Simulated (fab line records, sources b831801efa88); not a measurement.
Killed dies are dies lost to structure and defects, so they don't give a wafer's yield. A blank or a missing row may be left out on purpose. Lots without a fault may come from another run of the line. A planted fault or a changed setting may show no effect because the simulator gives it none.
A struck lot beside a sound one | flow sky130 | 18 steps out of a route of 708
Sound: wafers L860.2, L860.3, L860.5. Struck: wafer L879.3. (L879.1, L879.4 of the same lot were not struck and are left out.) The cause comes at the end.
At each step with rows: each side's tool, then ch and its chambers, then its first start. Under that, the readings that differ: sound wafers | struck wafers | difference of the means | sigmas: that difference in standard deviations of wafers without a fault.
alike: readings whose means differ by less than 2 such deviations, and words and numbers that are the same on both sides. not compared: withheld readings, readings that some wafer has no value for, bounds like >300 that may hide the same value, and numbers for which the record gives no deviation and whose values overlap.
The two part at a step that has a row with sigmas, a row that says differs or no value, or rows on one side only. Numbers that don't overlap but have no deviation are shown without sigmas and don't part them. A reading that every wafer of one side lacks parts them only if that side has two wafers or more.

first, 1 step without rows for these wafers: SKY_POLY_GATE_CVD_03 (deposits Si3N4 from DCS/NH3, target thk 75 nm, time 1290 s).
SKY_POLY_GATE_THK_MEAS_04:
  sound on film_metro-01, day 16 13:51; struck on film_metro-01, day 22 03:12
  reading                   | sound          | struck | difference | sigmas
  POLY_GATE_CVD_03_THK (nm) | 75.1 74.6 74.4 | 73.1   | -1.6       | -2
then, 8 steps without rows for these wafers: SKY_POLY_GATE_DEHYDRATE_05 (time 60 s); SKY_POLY_GATE_HMDS_06 (prime time 60 s); SKY_POLY_GATE_COAT_07 (resist thk 110 nm); SKY_POLY_GATE_COAT_08 (resist thk 450 nm); SKY_POLY_GATE_SOFTBAKE_09 (time 90 s); SKY_POLY_GATE_EXPOSE_10 (exposes mask P1M, target cd 150 nm); SKY_POLY_GATE_PEB_11; SKY_POLY_GATE_DEVELOP_12 (develop time 60 s).
SKY_POLY_GATE_CD_MEAS_13: target cd 150 nm.
  sound on cd_sem-01, day 17 18:12; struck on cd_sem-01, day 23 09:07
  alike: cd_nm
SKY_POLY_GATE_OVL_MEAS_14:
  sound on overlay-01, day 17 18:19; struck on overlay-02, day 23 09:14
  alike: POLY_GATE_OVL
SKY_POLY_GATE_ETCH_15: etches BARC in N2/H2, stops on SiO2, time 118.5 s, target depth 110 nm.
  sound on rie_diel-04 ch 0,2, day 17 18:20; struck on rie_diel-03 ch 1, day 23 09:16
  reading                                          | sound            | struck | difference | sigmas
  bias_w (W)                                       | 100.3 99.9 100.4 | 46.4   | -53.8      | -99 or more
  model.KrF-thick_of_POLY_GATE_COAT_08.thk_nm (nm) | 345.2 343 342.1  | 359.8  | +16.4      |
  alike: drypump_motor_current_A, oes_product_au, throttle_valve_pct
  not compared: rf_hours_counter_h
SKY_POLY_GATE_ETCH_16: etches Si3N4 in CH3F/O2, stops on poly-Si, time 147.5 s, target depth 75 nm.
  sound on rie_diel-04 ch 0,2, day 17 18:25; struck on rie_diel-03 ch 1, day 23 09:21
  alike: bias_w, drypump_motor_current_A, oes_product_au, throttle_valve_pct
  not compared: rf_hours_counter_h
SKY_POLY_GATE_ETCH_17: etches poly-Si in HBr/Cl2, stops on SiO2, target depth 180 nm, time 70.5 s.
  sound on rie_si-02 ch 1,3, day 17 18:31; struck on rie_si-01 ch 3, day 23 09:27
  reading                                          | sound             | struck | difference | sigmas
  model.KrF-thick_of_POLY_GATE_COAT_08.thk_nm (nm) | 146.9 141.2 140.9 | 153    | +10        |
  alike: bias_w, drypump_motor_current_A, oes_product_au, throttle_valve_pct
  not compared: rf_hours_counter_h
SKY_POLY_GATE_STRIP_18: strips in O2/N2.
  sound on plasma_asher-04 ch 0,1, day 17 18:35; struck on plasma_asher-02 ch 0, day 23 09:31
  reading                      | sound          | struck | difference | sigmas
  strip_time_to_endpoint_s (s) | 3.23 3.19 3.17 | 3.32   | +0.12      | +3
  alike: drypump_motor_current_A, oes_product_au
  not compared: rf_hours_counter_h
then, 1 step without rows for these wafers: SKY_POLY_GATE_CLEAN_19 (cleans in SC1/SC2, time 150 s).
-- the record jumps here: 27 days lie between the struck wafers' starts before and after (it left off in module POLY_GATE and takes up again in module PAD_OPEN, whose first step shown is number 708 of the route) --
SKY_PAD_OPEN_PROBE_99:
  sound on prober-02, day 46 22:31; struck on prober-02, day 50 12:32
  reading            | sound    | struck | difference | sigmas
  killed_at_contacts | 23 19 22 | 11     | -10        | -2
  alike: killed_at_M0_to_M3, killed_at_M4_up, killed_at_front_end, killed_at_other, killed_dies, killed_open, killed_short

WHERE THEY PART
First at SKY_POLY_GATE_THK_MEAS_04; last, within this record, at SKY_PAD_OPEN_PROBE_99.

WHY: what the simulator had put in
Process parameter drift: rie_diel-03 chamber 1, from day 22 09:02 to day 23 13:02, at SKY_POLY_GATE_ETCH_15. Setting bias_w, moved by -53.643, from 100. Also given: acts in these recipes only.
